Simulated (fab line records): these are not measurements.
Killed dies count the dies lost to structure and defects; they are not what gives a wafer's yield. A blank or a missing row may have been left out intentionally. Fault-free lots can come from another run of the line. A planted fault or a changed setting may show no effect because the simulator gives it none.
What tool caused it? ; flow gf180mcu ; 13 lots with 39 wafers sampled at 6 steps, on a route of 602 steps

== WHAT THE GAUGES READ, wafer by wafer ==
GF_VT_IMPLANT_OVL_MEAS_18.
lot;measured;on;VT_IMPLANT_01_OVL (nm)
L367;day 6 07:50;overlay-02;-1.1 -1.0 -1.7
L368;day 6 13:43;overlay-02;1.0 1.0 0.2
L369;day 7 01:45;overlay-01;1.4 0.9 0.1
L370;day 7 02:03;overlay-02;0.5 0.5 -0.4
L371;day 7 16:40;overlay-02;-1.0 -0.2 -2.5
L373;day 7 23:19;overlay-01;0.5 -1.2 -0.6
L374;day 8 11:58;overlay-02;-0.3 1.3 0.9
L376;day 8 18:20;overlay-01;0.1 0.2 1.1
L379;day 9 13:58;overlay-01;-0.8 -1.0 -2.1
L380;day 9 17:38;overlay-01;-1.3 0.5 -1.4
L381;day 10 00:15;overlay-02;0.2 -0.6 -0.4
L387;day 11 14:41;overlay-01;- - -
L390;day 12 10:01;overlay-02;0.0 0.9 1.2

GF_VT_IMPLANT_TW_MEAS_21.
lot;measured;on;VT_IMPLANT_2_TW
L367;day 6 08:08;film_metro-03;1204 1196 1202
L368;day 6 14:00;film_metro-02;1228 1216 1226
L369;day 7 02:02;film_metro-01;1227 1226 1226
L370;day 7 02:20;film_metro-02;1212 1224 1221
L371;day 7 16:58;film_metro-01;1218 1227 1216
L373;day 7 23:37;film_metro-03;1200 1201 1205
L374;day 8 12:17;film_metro-01;1235 1241 1231
L376;day 8 18:38;film_metro-03;1189 1198 1196
L379;day 9 14:15;film_metro-02;1217 1218 1213
L380;day 9 17:56;film_metro-01;1223 1227 1224
L381;day 10 00:32;film_metro-03;1201 1201 1200
L387;day 11 14:59;film_metro-01;30 30 30
L390;day 12 10:18;film_metro-02;1213 1212 1208

GF_M2_CD_MEAS_14: the cd target is 280 nm.
lot;measured;on;cd_nm (nm)
L367;day 18 11:29;cd_sem-02;280.1 280.6 281.3
L368;day 18 18:56;cd_sem-02;281.6 282.4 280.6
L369;day 19 23:17;cd_sem-01;280.2 280.4 279.7
L370;day 19 22:56;cd_sem-01;278.9 278.7 278.4
L371;day 20 08:35;cd_sem-01;279.8 279.6 279.3
L373;day 20 23:52;cd_sem-02;280.1 278.8 278.6
L374;day 21 18:11;cd_sem-02;281.5 280.9 281.6
L376;day 22 00:22;cd_sem-02;277.4 277.3 276.4
L379;day 22 22:47;cd_sem-01;279.2 278.9 279.3
L380;day 23 18:23;cd_sem-01;279.4 279.2 279.0
L381;day 23 19:22;cd_sem-02;281.5 281.7 282.2
L390;day 26 19:37;cd_sem-02;281.1 281.2 280.5

GF_M3_RS_MEAS_05: measures by four-point-probe.
lot;measured;on;M3_ALCU_RS (ohm/sq)
L367;day 19 14:22;film_metro-01;0.0693 0.0674 0.0681
L368;day 19 21:01;film_metro-02;0.0702 0.0692 0.0707
L369;day 21 04:43;film_metro-02;0.0696 0.0690 0.0704
L370;day 21 02:14;film_metro-02;0.0685 0.0689 0.0691
L371;day 21 13:16;film_metro-01;0.0707 0.0685 0.0702
L373;day 22 03:28;film_metro-03;0.0697 0.0691 0.0704
L374;day 22 21:52;film_metro-03;0.0695 0.0688 0.0700
L376;day 23 03:08;film_metro-02;0.0686 0.0685 0.0690
L379;day 24 01:08;film_metro-01;0.0692 0.0690 0.0694
L380;day 24 19:39;film_metro-01;0.0690 0.0686 0.0697
L381;day 24 21:20;film_metro-01;0.0698 0.0702 0.0703
L390;day 27 19:58;film_metro-02;0.0689 0.0705 0.0698

== WHICH TOOL RAN EACH LOT (tool, then ch and the chambers of the sampled wafers, then the start) ==
lot;GF_VT_IMPLANT_EXPOSE_15;GF_V2_CVD_23
L367;iline_stepper-02 ch 0, day 6 00:44;cvd_w-02 ch 0,1, day 19 13:34
L368;iline_stepper-01 ch 0, day 6 06:49;cvd_w-01 ch 0,1, day 19 20:11
L369;iline_stepper-02 ch 0, day 6 18:34;cvd_w-02 ch 0, day 21 03:48
L370;iline_stepper-01 ch 0, day 6 19:02;cvd_w-02 ch 0, day 21 01:20
L371;iline_stepper-02 ch 0, day 7 08:59;cvd_w-01 ch 0,1, day 21 12:25
L373;iline_stepper-02 ch 0, day 7 16:12;cvd_w-01 ch 0,1, day 22 02:38
L374;iline_stepper-02 ch 0, day 8 04:19;cvd_w-02 ch 0,1, day 22 21:02
L376;iline_stepper-01 ch 0, day 8 10:58;cvd_w-01 ch 0,1, day 23 02:19
L379;iline_stepper-02 ch 0, day 9 05:55;cvd_w-01 ch 0,1, day 24 00:19
L380;iline_stepper-02 ch 0, day 9 09:37;cvd_w-01 ch 0,1, day 24 18:50
L381;iline_stepper-01 ch 0, day 9 15:29;cvd_w-02 ch 1, day 24 20:31
L387;iline_stepper-01 ch 0, day 11 05:10;-
L390;iline_stepper-01 ch 0, day 12 00:26;cvd_w-02 ch 0,1, day 27 19:08
- GF_VT_IMPLANT_EXPOSE_15: exposes mask Nwell LV AREA, target cd 860 nm.
- GF_V2_CVD_23: deposits W, target thk 350 nm, time 104.94 s.

== WHAT THE TOOLS THEMSELVES READ (means of the sampled wafers that have a number; where no wafer has one, the mark that the record gives instead) ==
GF_V2_CVD_23.
lot;tool;heater_power_w (W)
L367;cvd_w-02;817
L368;cvd_w-01;795
L369;cvd_w-02;817
L370;cvd_w-02;811
L371;cvd_w-01;775
L373;cvd_w-01;860
L374;cvd_w-02;828
L376;cvd_w-01;863
L379;cvd_w-01;794
L380;cvd_w-01;874
L381;cvd_w-02;813
L390;cvd_w-02;814

== THE ANSWER, worked out from the rows above alone ==
Rule: usual is defined by the lots themselves. The widest of any qualifying gaps counts: lots, ordered by their means at a reading, are off when they make up no more than a third of the lots, leave a main group of 4 or more, and stand apart from it by 3 or more times the standard deviation of that group's means. If all means in a main group match to the digits the tables above print for the reading, that group is not used. Also off: a lot with no number at a reading for which 4 or more lots have one. All remaining lots with rows at the step are treated as sound. After the gauges, taken in route order, come the tools' own readings; for these a lot's mean is taken, as printed above. The first step at which some lot is off is used, and at that step the reading that is off furthest; a lot without a number counts as furthest.
Off: L387, at GF_VT_IMPLANT_OVL_MEAS_18 (VT_IMPLANT_01_OVL). Without a number there: L387. Mean -0.1 nm and standard deviation 0.8 in the main group.
A tool fits if, at a process step before that reading, it ran every lot that is off, and no sound lot after the first of them. The gauges at GF_VT_IMPLANT_OVL_MEAS_18 aren't tried: what is off there is off at GF_VT_IMPLANT_TW_MEAS_21 too, on other tools, and a gauge's error can't cause that. Of those tried, none fits.

== WHAT THE SIMULATOR PUT IN ==
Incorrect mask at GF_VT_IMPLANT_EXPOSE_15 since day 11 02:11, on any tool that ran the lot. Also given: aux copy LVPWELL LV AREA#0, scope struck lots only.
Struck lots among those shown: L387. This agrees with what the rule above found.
